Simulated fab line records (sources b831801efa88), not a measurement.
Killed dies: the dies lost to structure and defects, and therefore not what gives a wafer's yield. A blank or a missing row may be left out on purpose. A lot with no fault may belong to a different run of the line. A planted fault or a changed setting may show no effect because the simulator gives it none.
Comparing a struck lot with a sound one || flow sky130 || 20 steps out of a route of 708
Sound: these wafers, L540.1, L540.3, L540.4. Wafers L553.3, L553.4, L553.5 were the ones struck. The cause is named last.
For every step that has rows: the tool of each side, followed by ch and its chambers, followed by its first start. Under that, the readings that differ: sound wafers || struck wafers || difference of the means || sigmas: that difference in standard deviations of wafers without a fault.
alike: readings whose means differ by less than 2 such deviations, and words and numbers that are the same on both sides. not compared: withheld readings, readings that some wafer has no value for, bounds like >300 that may hide the same value, and numbers for which the record gives no deviation and whose values overlap.
A row with sigmas, a row that says differs or no value, or rows on one side alone: a step with any of these is where the two part. Numbers that don't overlap but have no deviation are shown without sigmas and don't part them. A reading that every wafer of one side lacks parts them only if that side has two wafers or more.

first, 1 step without rows for these wafers: SKY_SONOS_ONO_WET_ETCH_16 (etches SiO2 in dHF, target depth 14 nm, time 280 s).
SKY_SONOS_ONO_STRIP_17: strips in O2/N2.
  sound on plasma asher-02 ch 0,1, day 15 09:18; struck on plasma asher-01 ch 0,1, day 19 22:01
  alike: drypump motor current A, oes product au, strip time to endpoint s
  not compared: rf hours counter h
then, 3 steps without rows for these wafers: SKY_SONOS_ONO_WET_ETCH_18 (etches Si3N4 in H3PO4, target depth 15 nm, time 172 s); SKY_GATE_OXIDE_CLEAN_00 (cleans in SC1/SC2, time 150 s); SKY_GATE_OXIDE_OXIDATION_01 (stabilise 600 s, purge 300 s, target thk 10.268 nm).
SKY_GATE_OXIDE_THK_MEAS_02:
  sound: film metro-01 at day 15 11:50; struck: film metro-02 at day 19 23:55
{"reading": "GATE_OXIDE_OXIDATION_00_THK (nm)", "sound": "10.77 10.50 10.59", "struck": "10.03 10.14 10.23", "difference": -0.49, "sigmas": -2}
then, 6 steps without rows for these wafers: SKY_GATE_OXIDE_DEHYDRATE_03 (time 60 s); SKY_GATE_OXIDE_HMDS_04 (prime time 60 s); SKY_GATE_OXIDE_COAT_05 (resist thk 1140 nm); SKY_GATE_OXIDE_SOFTBAKE_06 (time 60 s); SKY_GATE_OXIDE_EXPOSE_07 (exposes mask LVOM, target cd 600 nm); SKY_GATE_OXIDE_PEB_08.
SKY_GATE_OXIDE_DEVELOP_09: develop time 60 s.
  sound on litho track-01 ch 0, day 16 15:47; struck on litho track-04 ch 0, day 21 06:11
SKY_GATE_OXIDE_OVL_MEAS_10:
  sound: overlay-02 at day 16 15:56; struck: overlay-01 at day 21 06:18
{"reading": "GATE_OXIDE_OVL (nm)", "sound": "-0.3 1.2 0.7", "struck": "- - -", "difference": "no value on the struck wafers", "sigmas": ""}
then, 2 steps without rows for these wafers: SKY_GATE_OXIDE_IMPLANT_11; SKY_GATE_OXIDE_WET_ETCH_12 (etches SiO2 in dHF, target depth 16.8 nm, time 336 s).
SKY_GATE_OXIDE_STRIP_13: strips in O2/N2.
  sound on plasma asher-02 ch 0,1, day 16 16:14; struck on plasma asher-02 ch 0,1, day 21 06:37
  alike: drypump motor current A, oes product au, strip time to endpoint s
  not compared: rf hours counter h
SKY_GATE_OXIDE_TW_MEAS_14:
  sound: film metro-01 at day 16 16:20; struck: film metro-01 at day 21 06:42
{"reading": "GATE_OXIDE_TW", "sound": "228.7 228.9 228.3", "struck": "30.7 30.7 30.8", "difference": -197.9, "sigmas": "-99 or more"}
then, 1 step without rows for these wafers: SKY_GATE_OXIDE_CLEAN_15 (cleans in SC1/SC2, time 150 s).
-- here the record skips 30 days between the struck wafers' starts before and after, leaving off in module GATE_OXIDE and picking up in module PAD_OPEN (first step shown: number 708 of the route) --
SKY_PAD_OPEN_PROBE_99:
  sound: prober-01 at day 47 16:49; struck: prober-01 at day 50 23:46
{"reading": "killed at front end", "sound": "13 17 15", "struck": "423 424 435", "difference": "+412", "sigmas": "+99 or more"}
{"reading": "killed dies", "sound": "76 81 86", "struck": "492 492 492", "difference": "+411", "sigmas": "+46"}
{"reading": "killed on rim", "sound": "18 15 22", "struck": "96 96 96", "difference": "+78", "sigmas": "+20"}
  alike: killed_at_M0_to_M3, killed_at_M4_up, killed at contacts, killed at other, killed open, killed short

## WHERE THEY PART
Last at SKY_PAD_OPEN_PROBE_99 as far as this record goes, first at SKY_GATE_OXIDE_THK_MEAS_02.

WHY: the cause the simulator had injected
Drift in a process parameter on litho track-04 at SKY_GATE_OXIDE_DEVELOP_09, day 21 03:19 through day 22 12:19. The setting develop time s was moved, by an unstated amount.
